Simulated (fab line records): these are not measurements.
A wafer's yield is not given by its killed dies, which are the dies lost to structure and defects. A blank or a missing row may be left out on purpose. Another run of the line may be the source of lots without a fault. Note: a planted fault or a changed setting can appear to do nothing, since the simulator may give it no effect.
Chamber matching || flow gf180mcu || GF_V1_CMP_04 on cmp-02: 4 sister chambers
The step polishes SiO2. 8 wafers are shown with their chamber, then 7 later ones without.

WAFERS WITH THEIR CHAMBER
{"wafer": "L425.4", "chamber": 3, "motor-current-A (A)": 11.7, "time-to-endpoint-s (s)": 80}
{"wafer": "L429.5", "chamber": 0, "motor-current-A (A)": 12.3, "time-to-endpoint-s (s)": 83}
{"wafer": "L431.6", "chamber": 0, "motor-current-A (A)": 12.6, "time-to-endpoint-s (s)": 82}
{"wafer": "L441.1", "chamber": 2, "motor-current-A (A)": 13.3, "time-to-endpoint-s (s)": 79}
{"wafer": "L441.2", "chamber": 1, "motor-current-A (A)": 11.6, "time-to-endpoint-s (s)": 62}
{"wafer": "L441.5", "chamber": 2, "motor-current-A (A)": 13.6, "time-to-endpoint-s (s)": 75}
{"wafer": "L443.1", "chamber": 1, "motor-current-A (A)": 12.2, "time-to-endpoint-s (s)": 70}
{"wafer": "L443.2", "chamber": 3, "motor-current-A (A)": 11.3, "time-to-endpoint-s (s)": 70}

WAFERS WITHOUT THEIR CHAMBER
{"wafer": "L443.5", "motor-current-A (A)": 11.3, "time-to-endpoint-s (s)": 71}
{"wafer": "L446.2", "motor-current-A (A)": 11.9, "time-to-endpoint-s (s)": 65}
{"wafer": "L446.3", "motor-current-A (A)": 12.7, "time-to-endpoint-s (s)": 76}
{"wafer": "L446.6", "motor-current-A (A)": 12.1, "time-to-endpoint-s (s)": 74}
{"wafer": "L447.2", "motor-current-A (A)": 12.6, "time-to-endpoint-s (s)": 71}
{"wafer": "L447.5", "motor-current-A (A)": 13.3, "time-to-endpoint-s (s)": 77}
{"wafer": "L447.6", "motor-current-A (A)": 12.2, "time-to-endpoint-s (s)": 74}

WHICH CHAMBER EACH WENT THROUGH
{"wafer": "L443.5", "from the rows above": "can't be placed: 3 or 1", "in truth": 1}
{"wafer": "L446.2", "from the rows above": 1, "in truth": 1}
{"wafer": "L446.3", "from the rows above": "can't be placed: 0 or 2 or 1", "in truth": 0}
{"wafer": "L446.6", "from the rows above": "can't be placed: 1 or 3 or 0", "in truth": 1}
{"wafer": "L447.2", "from the rows above": "can't be placed: 0 or 1 or 2 or 3", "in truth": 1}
{"wafer": "L447.5", "from the rows above": 2, "in truth": 2}
{"wafer": "L447.6", "from the rows above": "can't be placed: 1 or 0 or 3", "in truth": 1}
2 of 7 placed correctly. These rows do not allow placing 5 (true chamber among the candidates in 5). Placed wrongly: 0.
How it was worked out, from the rows above alone: a wafer's distance from a chamber is the root of the sum, over the readings, of the square of ((its reading less the chamber's mean) divided by the reading's scatter). If the next closest chamber is less than 2 further off than the closest, the wafer can't be placed; otherwise it belongs to the closest. The mean given for a chamber averages the wafers shown for that chamber. How the scatter is found: for the shown wafers, subtract from each reading the mean of its chamber, square and add these, divide the total by (wafers less chambers), then take the root.
